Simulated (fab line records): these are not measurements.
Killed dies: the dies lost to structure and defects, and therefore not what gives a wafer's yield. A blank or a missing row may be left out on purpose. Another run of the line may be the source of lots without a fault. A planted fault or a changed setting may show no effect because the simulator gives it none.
Struck lot and sound lot, side by side ; flow sky130 ; 20 steps out of a route of 708
Sound: the wafers L345.2, L345.5, L345.6. Wafers struck: L329.3, L329.4, L329.6. Last of all comes the cause.
Each step with rows lists, per side, the tool, then ch with its chambers, then its first start. Under that, the readings that differ: sound wafers ; struck wafers ; difference of the means ; sigmas: that difference in standard deviations of wafers without a fault.
alike: words and numbers the same on both sides, and readings whose means are apart by under 2 such deviations; not compared: readings that were withheld, readings missing a value for some wafer, numbers with overlapping values and no deviation given by the record, and bounds like >300 which may hide the same value.
The two part at a step that has a row with sigmas, a row that says differs or no value, or rows on one side only. Numbers that don't overlap but have no deviation are shown without sigmas and don't part them. A reading missing from all wafers of one side parts the sides only when that side holds two or more wafers.

first, 6 steps without rows for these wafers: SKY_LDD_HVN_HMDS_01 (prime time 60 s); SKY_LDD_HVN_COAT_02 (resist thk 300 nm); SKY_LDD_HVN_SOFTBAKE_03 (time 60 s); SKY_LDD_HVN_EXPOSE_04 (exposes mask HVNTM, target cd 700 nm); SKY_LDD_HVN_PEB_05; SKY_LDD_HVN_DEVELOP_06 (develop time 60 s).
SKY_LDD_HVN_OVL_MEAS_07:
  sound on overlay-02 at day 27 22:59; struck on overlay-02 at day 22 19:12
  alike: LDD_HVN_OVL
next, for these wafers, 1 step has no rows: SKY_LDD_HVN_IMPLANT_08.
SKY_LDD_HVN_STRIP_09: strips in O2/N2.
  sound on plasma asher-04 ch 0,1, day 27 23:10; struck on plasma asher-01 ch 0,1, day 22 19:25
reading;sound;struck;difference;sigmas
drypump motor current A (A);6.6 5.8 6.6;5.2 4.8 4.8;-1.4;-2
  alike: oes product au, strip time to endpoint s
  not compared: rf hours counter h
SKY_LDD_HVN_TW_MEAS_10:
  sound on film metro-04 at day 27 23:17; struck on film metro-04 at day 22 19:29
  alike: LDD_HVN_TW
then, 2 steps without rows for these wafers: SKY_LDD_HVP_DEHYDRATE_00 (time 60 s); SKY_LDD_HVP_HMDS_01 (prime time 60 s).
SKY_LDD_HVP_COAT_02: resist thk 300 nm.
  struck on litho track-03, day 23 10:02; sound on litho track-03 ch 0, day 28 12:40
  no value came back on the struck wafers for chill plate temp C (C), dispense pressure kPa (kPa), exhaust pa (Pa); on the sound wafers chill plate temp C (C) reads 22.98 22.96 22.93
then, 4 steps without rows for these wafers: SKY_LDD_HVP_SOFTBAKE_03 (time 60 s); SKY_LDD_HVP_EXPOSE_04 (exposes mask HVPTM, target cd 700 nm); SKY_LDD_HVP_PEB_05; SKY_LDD_HVP_DEVELOP_06 (develop time 60 s).
SKY_LDD_HVP_OVL_MEAS_07:
  sound on overlay-01 at day 29 03:50; struck on overlay-02 at day 24 01:30
reading;sound;struck;difference;sigmas
LDD_HVP_OVL (nm);-0.9 1.5 0.2;- - -;no value on the struck wafers;
next, for these wafers, 1 step has no rows: SKY_LDD_HVP_IMPLANT_08.
-- the record jumps here: 24 days lie between the struck wafers' starts before and after (it left off in module LDD_HVP and takes up again in module PAD_OPEN, whose first step shown is number 708 of the route) --
SKY_PAD_OPEN_PROBE_99:
  sound on prober-02 at day 50 21:04; struck on prober-02 at day 47 16:26
reading;sound;struck;difference;sigmas
hold;- - -;await dispo/1.2h/scrap await dispo/1.2h/scrap await dispo/1.2h/scrap;no value on the sound wafers;
killed at front end;11 14 11;433 418 430;+415;+99 or more
killed dies;82 78 74;492 492 492;+414;+47
killed on rim;16 21 16;96 96 96;+78;+21
  alike: killed_at_M0_to_M3, killed_at_M4_up, killed at contacts, killed at other, killed open, killed short

## WHERE THEY PART
At SKY_LDD_HVN_STRIP_09 first; at SKY_PAD_OPEN_PROBE_99 last (within this record only).

WHY: whatever the simulator had introduced
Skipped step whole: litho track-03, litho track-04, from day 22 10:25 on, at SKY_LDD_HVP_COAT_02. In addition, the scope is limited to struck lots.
